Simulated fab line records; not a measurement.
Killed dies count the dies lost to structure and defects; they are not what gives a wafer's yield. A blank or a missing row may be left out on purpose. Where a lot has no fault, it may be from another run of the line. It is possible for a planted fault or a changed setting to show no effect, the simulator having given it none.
One fault seen from 2 desks	flow sfqLine	each desk has only its own numbers; what lay behind them comes last

## FROM THE METROLOGY DESK
What the gauges read, lot by lot, whatever tool the lot ran on: means of the sampled wafers that have a number. Marked OUT: a lot whose mean sits more than 4 standard deviations from the usual mean, which makes it out of limits; the brackets give that distance.
Columns: A = I3_OVL at SFQ_I3_OVL_MEAS_923, usual 2 nm; B = I6_OVL at SFQ_I6_OVL_MEAS_942, usual 2 nm
lot	first seen here	A	B
L681	day 36 09:03	15	14
L682	day 36 12:40	7	1
L683	day 36 16:16	7	2
L684	day 37 05:27	4	9
L685	day 37 12:39	11	6
L686	day 38 04:16	10	0
L687	day 38 09:04	-4	-1
L688	day 38 11:11	-2	-2
L689	day 38 12:23	2	-3
L697	day 45 04:28	13	1
L698	day 45 05:39	6	-12
L699	day 45 08:03	3	10
L700	day 45 09:16	4	1
L704	day 50 03:08	-0	-3
Finding of this desk: none of the 14 lots has anything out of limits.

## AT THE TOOL OWNER'S DESK: rieMetal-01
The tool's own readings at SFQ_TRILAYER_L0_BARC_OPEN_METAL_ETCH_010 (etches BARC in O2, target depth 125 nm, time 41.7 s): means of the sampled wafers that have a number, for each lot that ran on this tool. Marked OUT: a lot whose mean sits more than 4 standard deviations from the usual mean, which makes it out of limits; the brackets give that distance.
Columns: A = drypumpMotorCurrentA at SFQ_TRILAYER_L0_BARC_OPEN_METAL_ETCH_010, usual 5.9 A; B = oesProductAu at SFQ_TRILAYER_L0_BARC_OPEN_METAL_ETCH_010, usual 0.685 a.u.; C = runLengthS at SFQ_TRILAYER_L0_BARC_OPEN_METAL_ETCH_010, usual 70.0 s
lot	first seen here	A	B	C
L683	day 4 06:50	5.7	0.686	69.8
L684	day 4 15:58	5.7	0.683	70.0
L688	day 5 22:18	5.8	0.687	69.7
L689	day 6 04:18	5.8	0.684	70.2
L697	day 8 12:56	5.7	0.736 (+11) OUT	66.5 (-10) OUT
L698	day 8 20:08	5.7	0.743 (+13) OUT	66.4 (-11) OUT
This desk finds L697, L698 out of limits, L697 being first, at day 8 12:56 (oesProductAu at SFQ_TRILAYER_L0_BARC_OPEN_METAL_ETCH_010). L683, L684, L688, L689: within limits.

## PUT TOGETHER
The tool owner's desk could have raised an alarm at day 8 12:56, on L697, L698.
Metrology desk: nothing out of limits seen.
The metrology desk has L697, L698 on record, within its limits.
Of the lots named, all ran SFQ_TRILAYER_L0_BARC_OPEN_METAL_ETCH_010 on rieMetal-01.

## WHAT THE SIMULATOR HAD PUT IN
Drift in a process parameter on rieMetal-01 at SFQ_TRILAYER_L0_BARC_OPEN_METAL_ETCH_010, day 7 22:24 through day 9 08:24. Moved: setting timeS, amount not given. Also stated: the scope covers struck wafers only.
Shown lots that were struck: L697, L698.
Hours from the fault's start to each desk's first reading out of limits: the tool owner's desk, 15.
